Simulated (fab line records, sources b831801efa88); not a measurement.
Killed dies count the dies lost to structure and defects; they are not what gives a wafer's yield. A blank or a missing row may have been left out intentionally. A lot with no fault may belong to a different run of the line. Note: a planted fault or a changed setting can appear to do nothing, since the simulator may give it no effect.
fab line records	flow gf180mcu
[record] lots = 13	wafers = 39	last_day = 34
route steps=602 shown POLY_GATE@167 NSD@239 M2@365 V2@387
lots with no fault: from the same line, run without faults
start_h: the number of hours between the record's first day and the start of the first shown wafer of the lot	wait_h: time in hours since the lot's previous step	" repeats the value in the row above	L1.1+2: one row covering several wafers at once	- no value, or no start was given	* or withheld: withheld	< > ~ a bound
route shown NAME@n: names a module that has steps shown in the file, with the first one's number in the route	usual: average and standard deviation across the fault-free wafers	same: alike in all rows	chamber/n: place in a boat	sites: each site's reading	_std_site: how widely they spread, as a standard deviation	_edge_site: mean of outer sites minus mean of inner sites	radius_mm: for every site, how far away it sits from the centre of the wafer	mask NAME#n: copy n	behind: the last tool/chamber to shape the wafer	hold: reason for holding the lot/hours on hold/outcome of the hold	device: which transistor (n, p or np) failed to switch	end of line: the route-end tests of the same wafers	a step with no rows: only its recipe	killed: not the wafer's yield, but the dies lost to structure and defects at the first sort	map: a wafer's dies, x killed, . not, _ none there
set.NAME: the setting that was run; set.NAME@STEP: the one run at that earlier step	model.NAME: the simulator's own value behind a step, which no gauge read
route steps across a sampled set of lots; one table per step, one row per wafer
services: the hour from which a tool's chamber was out of use, counted from the record's first day as start_h (under 0 if before that day), plus the number of hours and why
[[steps]]
[step GF_POLY_GATE_CD_MEAS_10]
[recipe] target_cd_nm = 280
[usual] cd_nm = 280.1/1.1
lot.wafer	tool	chamber	start_h	wait_h	cd_nm
L655.1	cd_sem-01	-	210.14	0.1	280.7
L655.2	"	-	"	"	280.7
L655.6	"	-	"	"	281.0
L656.1	cd_sem-02	-	221.41	0.1	279.4
L656.2	"	-	"	"	279.4
L656.4	"	-	"	"	279.6
L657.1	cd_sem-02	-	227.56	0.1	279.8
L657.5	"	-	"	"	280.3
L657.6	"	-	"	"	279.1
L658.2	cd_sem-02	-	227.93	0.1	279.1
L658.3	"	-	"	"	278.8
L658.5	"	-	"	"	279.8
L659.3	cd_sem-01	-	237.45	0.1	280.8
L659.4	"	-	"	"	280.3
L659.6	"	-	"	"	281.6
L662.3	cd_sem-01	-	258.70	0.1	279.1
L662.5	"	-	"	"	278.6
L662.6	"	-	"	"	279.0
L664.3	cd_sem-01	-	274.78	0.1	281.0
L664.5	"	-	"	"	281.1
L664.6	"	-	"	"	280.3
L666.2	cd_sem-02	-	284.46	0.1	280.4
L666.4	"	-	"	"	281.9
L666.6	"	-	"	"	281.2
L667.2	cd_sem-02	-	299.11	0.1	280.0
L667.3	"	-	"	"	280.3
L667.6	"	-	"	"	280.3
L668.1	cd_sem-02	-	302.29	0.1	280.9
L668.2	"	-	"	"	282.2
L668.5	"	-	"	"	281.4
L669.1	cd_sem-02	-	310.54	0.2	279.9
L669.2	"	-	"	"	279.9
L669.3	"	-	"	"	279.2
L675.3	cd_sem-02	-	352.05	0.1	278.6
L675.4	"	-	"	"	279.1
L675.6	"	-	"	"	278.0
L676.4	cd_sem-01	-	360.27	0.1	280.7
L676.5	"	-	"	"	281.2
L676.6	"	-	"	"	281.3
[step GF_NSD_EXPOSE_04]
[recipe] mask_id = Nplus	target_cd_nm = 400	na = 0.6	source_shape = conventional	sigma_outer = 0.6	dose_mj = 140
[usual] stage_vel_mm_s = 500.02/0.23
lot.wafer	tool	chamber	start_h	wait_h	mask	stage_vel_mm_s
L655.1	iline_stepper-01	0	301.34	-	Nplus#0	499.81
L655.2	"	0	"	"	Nplus#0	500.02
L655.6	"	0	"	"	Nplus#0	499.92
L656.1	iline_stepper-02	0	313.20	-	Nplus#0	499.63
L656.2	"	0	"	"	Nplus#0	499.91
L656.4	"	0	"	"	Nplus#0	499.85
L657.1	iline_stepper-01	0	321.11	-	Nplus#0	500.26
L657.5	"	0	"	"	Nplus#0	500.41
L657.6	"	0	"	"	Nplus#0	500.13
L658.2	iline_stepper-01	0	322.68	-	Nplus#0	500.03
L658.3	"	0	"	"	Nplus#0	500.44
L658.5	"	0	"	"	Nplus#0	500.35
L659.3	iline_stepper-02	0	331.70	-	Nplus#0	500.18
L659.4	"	0	"	"	Nplus#0	500.14
L659.6	"	0	"	"	Nplus#0	500.16
L662.3	iline_stepper-02	0	356.22	-	Nplus#0	500.19
L662.5	"	0	"	"	Nplus#0	500.07
L662.6	"	0	"	"	Nplus#0	499.82
L664.3	iline_stepper-02	0	372.42	-	Nplus#0	499.79
L664.5	"	0	"	"	Nplus#0	500.12
L664.6	"	0	"	"	Nplus#0	500.17
L666.2	iline_stepper-02	0	385.40	-	Nplus_HV_AREA#0	500.31
L666.4	"	0	"	"	Nplus_HV_AREA#0	499.89
L666.6	"	0	"	"	Nplus_HV_AREA#0	500.01
L667.2	iline_stepper-02	0	403.28	-	Nplus#0	499.91
L667.3	"	0	"	"	Nplus#0	500.27
L667.6	"	0	"	"	Nplus#0	500.16
L668.1	iline_stepper-02	0	408.71	-	Nplus#0	500.27
L668.2	"	0	"	"	Nplus#0	500.26
L668.5	"	0	"	"	Nplus#0	499.63
L669.1	iline_stepper-01	0	416.81	-	Nplus#0	500.32
L669.2	"	0	"	"	Nplus#0	500.02
L669.3	"	0	"	"	Nplus#0	499.69
L675.3	iline_stepper-02	0	466.15	-	Nplus#0	500.04
L675.4	"	0	"	"	Nplus#0	500.06
L675.6	"	0	"	"	Nplus#0	500.01
L676.4	iline_stepper-02	0	474.31	-	Nplus#0	499.87
L676.5	"	0	"	"	Nplus#0	500.20
L676.6	"	0	"	"	Nplus#0	500.10
[step GF_NSD_CD_MEAS_07]
[recipe] target_cd_nm = 400
[usual] cd_nm = 399.5/2.5
lot.wafer	tool	chamber	start_h	wait_h	cd_nm
L655.1	cd_sem-02	-	310.66	0.2	399.1
L655.2	"	-	"	"	398.4
L655.6	"	-	"	"	400.8
L656.1	cd_sem-02	-	323.82	0.1	399.0
L656.2	"	-	"	"	397.5
L656.4	"	-	"	"	399.8
L657.1	cd_sem-02	-	330.57	0.1	397.1
L657.5	"	-	"	"	396.1
L657.6	"	-	"	"	396.1
L658.2	cd_sem-01	-	332.51	0.1	398.9
L658.3	"	-	"	"	397.9
L658.5	"	-	"	"	400.3
L659.3	cd_sem-02	-	342.60	0.1	398.8
L659.4	"	-	"	"	399.1
L659.6	"	-	"	"	400.4
L662.3	cd_sem-02	-	367.63	0.1	403.5
L662.5	"	-	"	"	400.8
L662.6	"	-	"	"	401.5
L664.3	cd_sem-02	-	383.10	0.1	400.6
L664.5	"	-	"	"	399.9
L664.6	"	-	"	"	400.2
L666.2	cd_sem-02	-	396.58	0.1	-
L666.4	"	-	"	"	-
L666.6	"	-	"	"	-
L667.2	cd_sem-01	-	414.85	0.1	403.8
L667.3	"	-	"	"	400.8
L667.6	"	-	"	"	401.1
L668.1	cd_sem-01	-	421.02	0.1	397.7
L668.2	"	-	"	"	398.0
L668.5	"	-	"	"	398.8
L669.1	cd_sem-02	-	428.98	0.1	399.2
L669.2	"	-	"	"	396.9
L669.3	"	-	"	"	398.0
L675.3	cd_sem-02	-	478.27	0.1	399.2
L675.4	"	-	"	"	398.6
L675.6	"	-	"	"	398.7
L676.4	cd_sem-02	-	485.62	0.1	401.1
L676.5	"	-	"	"	402.4
L676.6	"	-	"	"	402.1
[step GF_NSD_TW_MEAS_12]
[usual] NSD_TW = 4251/32
lot.wafer	tool	chamber	start_h	wait_h	NSD_TW
L655.1	film_metro-01	-	311.22	0.1	4293
L655.2	"	-	"	"	4281
L655.6	"	-	"	"	4270
L656.1	film_metro-03	-	324.38	0.1	4248
L656.2	"	-	"	"	4276
L656.4	"	-	"	"	4257
L657.1	film_metro-04	-	331.13	0.1	4228
L657.5	"	-	"	"	4216
L657.6	"	-	"	"	4214
L658.2	film_metro-04	-	333.05	0.1	4244
L658.3	"	-	"	"	4249
L658.5	"	-	"	"	4258
L659.3	film_metro-03	-	343.13	0.1	4256
L659.4	"	-	"	"	4268
L659.6	"	-	"	"	4292
L662.3	film_metro-03	-	368.16	0.1	4280
L662.5	"	-	"	"	4252
L662.6	"	-	"	"	4257
L664.3	film_metro-04	-	383.63	0.1	4184
L664.5	"	-	"	"	4186
L664.6	"	-	"	"	4192
L666.2	film_metro-03	-	397.12	0.1	30
L666.4	"	-	"	"	30
L666.6	"	-	"	"	30
L667.2	film_metro-03	-	415.40	0.1	4230
L667.3	"	-	"	"	4258
L667.6	"	-	"	"	4266
L668.1	film_metro-04	-	421.58	0.1	4187
L668.2	"	-	"	"	4192
L668.5	"	-	"	"	4187
L669.1	film_metro-03	-	429.54	0.1	4252
L669.2	"	-	"	"	4244
L669.3	"	-	"	"	4241
L675.3	film_metro-03	-	478.81	0.1	4256
L675.4	"	-	"	"	4266
L675.6	"	-	"	"	4266
L676.4	film_metro-04	-	486.14	0.1	4239
L676.5	"	-	"	"	4243
L676.6	"	-	"	"	4254
[step GF_M2_SPUTTER_03]
[recipe] material = Ti	target_thk_nm = 10	substrate_temp_c = 300	chamber_pressure_pa = 0.3	power_w = 3000	time_s = 6.7
[usual] throttle_valve_pct = 30.0/0.61
lot.wafer	tool	chamber	start_h	wait_h	throttle_valve_pct
L655.1	pvd_sputter-01	-	431.35	0.0	30.4
L655.2	"	-	"	"	30.3
L655.6	"	-	"	"	30.4
L656.1	pvd_sputter-04	-	447.06	0.0	30.6
L656.2	"	-	"	"	30.3
L656.4	"	-	"	"	30.8
L657.1	pvd_sputter-02	-	453.19	0.0	30.6
L657.5	"	-	"	"	29.9
L657.6	"	-	"	"	30.7
L658.2	pvd_sputter-01	-	455.34	0.0	28.9
L658.3	"	-	"	"	30.3
L658.5	"	-	"	"	28.7
L659.3	pvd_sputter-01	-	466.54	0.0	29.7
L659.4	"	-	"	"	30.2
L659.6	"	-	"	"	29.8
L662.3	pvd_sputter-01	-	492.88	0.0	30.2
L662.5	"	-	"	"	30.0
L662.6	"	-	"	"	28.9
L664.3	pvd_sputter-02	-	509.64	0.0	29.9
L664.5	"	-	"	"	30.2
L664.6	"	-	"	"	29.9
L666.2	pvd_sputter-02	-	522.89	0.0	29.5
L666.4	"	-	"	"	30.5
L666.6	"	-	"	"	29.4
L667.2	pvd_sputter-02	-	541.54	0.0	30.4
L667.3	"	-	"	"	30.4
L667.6	"	-	"	"	30.4
L668.1	pvd_sputter-02	-	545.66	0.0	30.1
L668.2	"	-	"	"	30.5
L668.5	"	-	"	"	30.0
L669.1	pvd_sputter-01	-	555.60	0.0	28.9
L669.2	"	-	"	"	30.2
L669.3	"	-	"	"	30.3
L675.3	pvd_sputter-01	-	598.88	0.0	28.9
L675.4	"	-	"	"	29.9
L675.6	"	-	"	"	30.3
L676.4	pvd_sputter-02	-	604.49	0.0	29.8
L676.5	"	-	"	"	29.9
L676.6	"	-	"	"	30.5
[step GF_V2_BOW_MEAS_05]
[recipe] mode = bow
[usual] V2_BOW = 100/7.9
lot.wafer	tool	chamber	start_h	wait_h	V2_BOW[um]
L655.1	film_metro-01	-	457.41	0.1	111
L655.2	"	-	"	"	108
L655.6	"	-	"	"	103
L656.1	film_metro-01	-	472.90	0.2	102
L656.2	"	-	"	"	93
L656.4	"	-	"	"	102
L657.1	film_metro-04	-	478.95	0.1	99
L657.5	"	-	"	"	99
L657.6	"	-	"	"	94
L658.2	film_metro-04	-	480.62	0.2	122
L658.3	"	-	"	"	113
L658.5	"	-	"	"	104
L659.3	film_metro-02	-	491.83	0.2	93
L659.4	"	-	"	"	106
L659.6	"	-	"	"	91
L662.3	film_metro-02	-	518.13	0.2	87
L662.5	"	-	"	"	94
L662.6	"	-	"	"	88
L664.3	film_metro-04	-	533.93	0.3	108
L664.5	"	-	"	"	95
L664.6	"	-	"	"	113
L666.2	film_metro-01	-	546.80	0.2	93
L666.4	"	-	"	"	99
L666.6	"	-	"	"	102
L667.2	film_metro-04	-	564.85	0.2	99
L667.3	"	-	"	"	105
L667.6	"	-	"	"	102
L668.1	film_metro-04	-	568.99	0.1	94
L668.2	"	-	"	"	101
L668.5	"	-	"	"	103
L669.1	film_metro-04	-	578.20	0.1	94
L669.2	"	-	"	"	89
L669.3	"	-	"	"	87
L675.3	film_metro-02	-	621.01	0.1	92
L675.4	"	-	"	"	107
L675.6	"	-	"	"	86
L676.4	film_metro-01	-	626.28	0.3	99
L676.5	"	-	"	"	97
L676.6	"	-	"	"	94
[[services]]
tool	chamber	start_h	hours	kind
pvd_sputter-04	-	300.15	1.6	repair
iline_stepper-01	-	305.27	1.7	pm
pvd_sputter-01	2	340.66	-	consumable_replace:kit
pvd_sputter-01	2	340.66	18.0	scheduled_down
pvd_sputter-01	2	340.66	18.0	vent_cycle
pvd_sputter-01	-	355.50	1.9	repair
pvd_sputter-02	3	373.01	-	consumable_replace:kit
pvd_sputter-02	3	373.01	18.0	scheduled_down
pvd_sputter-02	3	373.01	18.0	vent_cycle
pvd_sputter-02	-	405.04	34.5	repair
iline_stepper-01	-	444.46	8.9	pm
pvd_sputter-02	-	475.18	1.4	repair
iline_stepper-02	-	488.46	1.7	pm
pvd_sputter-04	-	498.87	3.5	repair
pvd_sputter-01	-	518.89	4.1	repair
iline_stepper-01	-	523.45	1.7	pm
pvd_sputter-01	1	545.04	-	consumable_replace:kit
pvd_sputter-01	1	545.04	18.0	scheduled_down
pvd_sputter-01	1	545.04	18.0	vent_cycle
pvd_sputter-02	2	564.52	-	consumable_replace:kit
pvd_sputter-02	2	564.52	18.0	scheduled_down
pvd_sputter-02	2	564.52	18.0	vent_cycle
pvd_sputter-01	-	593.20	0.5	repair
pvd_sputter-04	-	596.42	1.1	repair
[[key]]
[first_sign] step = GF_NSD_EXPOSE_04	reading = mask	direction = changed
[effect] step = GF_NSD_CD_MEAS_07	reading = cd_nm	direction = missing
[effect] step = GF_NSD_TW_MEAS_12	reading = NSD_TW	direction = down	sigmas = 99+	usual = 4251	struck = 30
met_at GF_NSD_EXPOSE_04
struck_lots L666
sort_left_out L666.2,L666.4,L666.6
tester_left_out L666
not_acting_at GF_POLY_GATE_CD_MEAS_10,GF_M2_SPUTTER_03,GF_V2_BOW_MEAS_05
onset_between 372.42 385.40
[fault] kind = wrong_mask	tool = any	chamber = -	onset_h = 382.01	steps = GF_NSD_EXPOSE_04	aux_copy = Nplus_HV_AREA#0	scope = struck_lots_only
// tester_left_out: of these lots the tester's yield and bins aren't shown, on N5 and GAA mostly nor the transistor test; their killed dies are dies lost to structure and defects alone, not to doping, threshold or leakage, so they don't give the yield
// sort_left_out: the simulated sort isn't trusted on such a fault, so these wafers' sort isn't shown, and their yield isn't known
